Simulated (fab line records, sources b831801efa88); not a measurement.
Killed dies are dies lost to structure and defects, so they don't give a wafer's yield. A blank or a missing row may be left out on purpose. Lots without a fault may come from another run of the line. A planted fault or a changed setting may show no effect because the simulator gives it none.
Which tool did it? | flow sky130 | 12 lots, 36 wafers sampled, at 5 steps of a route of 708

WHAT THE GAUGES READ, wafer by wafer
SKY_CAP2M_OVL_MEAS_12.
lot  | measured     | on         | CAP2M_OVL (nm)
L502 | day 41 10:56 | overlay-02 | 0.5 1.7 1.0
L504 | day 42 02:19 | overlay-01 | 1.0 1.1 -0.2
L505 | day 42 09:50 | overlay-01 | 0.1 -0.9 -0.9
L506 | day 42 13:44 | overlay-01 | -0.2 -0.3 -1.8
L507 | day 42 22:19 | overlay-01 | 2.3 0.3 0.0
L509 | day 43 06:32 | overlay-01 | 0.6 -0.5 1.9
L508 | day 43 07:52 | overlay-01 | -1.1 -0.9 -1.5
L514 | day 44 16:40 | overlay-02 | 2.4 0.3 1.3
L521 | day 46 05:49 | overlay-01 | -2.6 -1.0 -1.3
L522 | day 46 18:36 | overlay-02 | 1.3 0.3 -0.6
L523 | day 47 03:07 | overlay-01 | 0.1 -0.5 0.6
L524 | day 47 13:04 | overlay-01 | -0.7 -0.8 0.0

SKY_METAL4_CD_MEAS_13: target cd 300 nm.
lot  | measured     | on        | cd_nm (nm)
L502 | day 42 11:29 | cd_sem-02 | 298.2 300.2 298.6
L504 | day 43 02:21 | cd_sem-01 | 298.5 299.7 298.9
L505 | day 43 09:31 | cd_sem-01 | 302.5 302.2 303.3
L506 | day 43 13:29 | cd_sem-01 | 299.7 299.8 300.8
L507 | day 43 21:37 | cd_sem-01 | 301.2 302.3 301.4
L509 | day 44 06:03 | cd_sem-01 | 300.6 301.5 299.8
L508 | day 44 07:24 | cd_sem-02 | 300.7 302.0 301.0
L514 | day 45 14:32 | cd_sem-02 | 285.7 282.1 293.5
L521 | day 47 03:06 | cd_sem-01 | 299.9 301.6 300.6
L522 | day 47 15:43 | cd_sem-02 | 299.4 300.5 300.1
L523 | day 47 23:49 | cd_sem-01 | 299.5 298.8 298.8
L524 | day 48 09:29 | cd_sem-02 | 299.7 299.6 299.9

SKY_VIA4_THK_MEAS_01.
lot  | measured     | on            | VIA4_HDPCVD_THK (nm)
L502 | day 42 12:46 | film_metro-04 | 1769 1762 1745
L504 | day 43 03:42 | film_metro-04 | 1730 1743 1722
L505 | day 43 10:58 | film_metro-04 | 1746 1748 1735
L506 | day 43 14:44 | film_metro-04 | 1765 1752 1744
L507 | day 43 22:55 | film_metro-02 | 1713 1706 1718
L509 | day 44 07:20 | film_metro-02 | 1759 1771 1763
L508 | day 44 08:38 | film_metro-04 | 1744 1737 1752
L514 | day 45 16:11 | film_metro-02 | 1738 1724 1710
L521 | day 47 04:52 | film_metro-04 | 1754 1725 1750
L522 | day 47 16:59 | film_metro-02 | 1727 1742 1725
L523 | day 48 01:04 | film_metro-02 | 1721 1723 1750
L524 | day 48 10:45 | film_metro-03 | 1781 1762 1781

WHICH TOOL RAN EACH LOT (tool, then ch and the chambers of the sampled wafers, then the start)
lot  | SKY_METAL4_SPUTTER_02        | SKY_METAL4_EXPOSE_10
L502 | pvd_sputter-04, day 40 10:16 | krf_scanner-01 ch 0, day 41 23:09
L504 | pvd_sputter-03, day 41 02:08 | krf_scanner-02 ch 0, day 42 15:08
L505 | pvd_sputter-03, day 41 09:55 | krf_scanner-02 ch 0, day 42 22:11
L506 | pvd_sputter-03, day 41 14:08 | krf_scanner-01 ch 0, day 43 02:02
L507 | pvd_sputter-04, day 41 22:13 | krf_scanner-02 ch 0, day 43 10:44
L509 | pvd_sputter-04, day 42 07:19 | krf_scanner-01 ch 0, day 43 18:58
L508 | pvd_sputter-01, day 42 08:33 | krf_scanner-01 ch 0, day 43 19:59
L514 | pvd_sputter-04, day 43 18:47 | krf_scanner-01 ch 0, day 45 04:22
L521 | pvd_sputter-01, day 45 08:29 | krf_scanner-02 ch 0, day 46 16:29
L522 | pvd_sputter-04, day 45 22:35 | krf_scanner-02 ch 0, day 47 06:25
L523 | pvd_sputter-01, day 46 06:16 | krf_scanner-01 ch 0, day 47 13:44
L524 | pvd_sputter-04, day 46 16:01 | krf_scanner-01 ch 0, day 48 00:19
- SKY_METAL4_SPUTTER_02: material AlCu, target thk 735 nm, time 39.1 s.
- SKY_METAL4_EXPOSE_10: exposes mask MM4, target cd 300 nm.

WHAT THE TOOLS THEMSELVES READ (means of the sampled wafers that have a number; where no wafer has one, the mark that the record gives instead)
SKY_METAL4_SPUTTER_02.
lot  | tool           | throttle_valve_pct (%)
L502 | pvd_sputter-04 | 29.7
L504 | pvd_sputter-03 | 30.2
L505 | pvd_sputter-03 | 29.6
L506 | pvd_sputter-03 | 30.0
L507 | pvd_sputter-04 | 30.1
L509 | pvd_sputter-04 | 29.9
L508 | pvd_sputter-01 | 30.4
L514 | pvd_sputter-04 | 30.0
L521 | pvd_sputter-01 | 28.4
L522 | pvd_sputter-04 | 29.9
L523 | pvd_sputter-01 | 29.3
L524 | pvd_sputter-04 | 29.9

SKY_METAL4_EXPOSE_10.
lot  | tool           | exposure_dose_mJ_cm2
L502 | krf_scanner-01 | 27.963
L504 | krf_scanner-02 | 28.013
L505 | krf_scanner-02 | 27.992
L506 | krf_scanner-01 | 28.015
L507 | krf_scanner-02 | 27.967
L509 | krf_scanner-01 | 27.978
L508 | krf_scanner-01 | 28.000
L514 | krf_scanner-01 | 27.542
L521 | krf_scanner-02 | 27.985
L522 | krf_scanner-02 | 28.005
L523 | krf_scanner-01 | 28.009
L524 | krf_scanner-01 | 28.031

THE ANSWER, worked out from the rows above alone
Rule: what is usual is taken from the lots themselves. Put in order of their means at a reading, lots are off if they are a third of the lots or fewer, leave a main group of 4 or more, and stand apart from it by a gap of 3 or more times the standard deviation of the main group's means; of several such gaps the widest counts. A main group whose means are all the same, to the digits that the tables above print for the reading, isn't used. A lot without any number at a reading at which 4 lots or more have one is off too. The other lots that the step has rows for count as sound. The gauges are gone through in route order, then the tools' own readings, and for those a lot's mean is taken as printed above. The first step at which some lot is off is used, and at that step the reading that is off furthest; a lot without a number counts as furthest.
Off: L514, at SKY_METAL4_CD_MEAS_13 (cd_nm). The main group: mean 300.3 nm, standard deviation 1.1.
A tool fits if, at a process step before that reading, it ran every lot that is off, and no sound lot after the first of them. The gauges at SKY_METAL4_CD_MEAS_13 aren't tried: what is off there is off at SKY_METAL4_EXPOSE_10 too, on other tools, and a gauge's error can't cause that. None of those tried fits.

WHAT THE SIMULATOR HAD PUT IN
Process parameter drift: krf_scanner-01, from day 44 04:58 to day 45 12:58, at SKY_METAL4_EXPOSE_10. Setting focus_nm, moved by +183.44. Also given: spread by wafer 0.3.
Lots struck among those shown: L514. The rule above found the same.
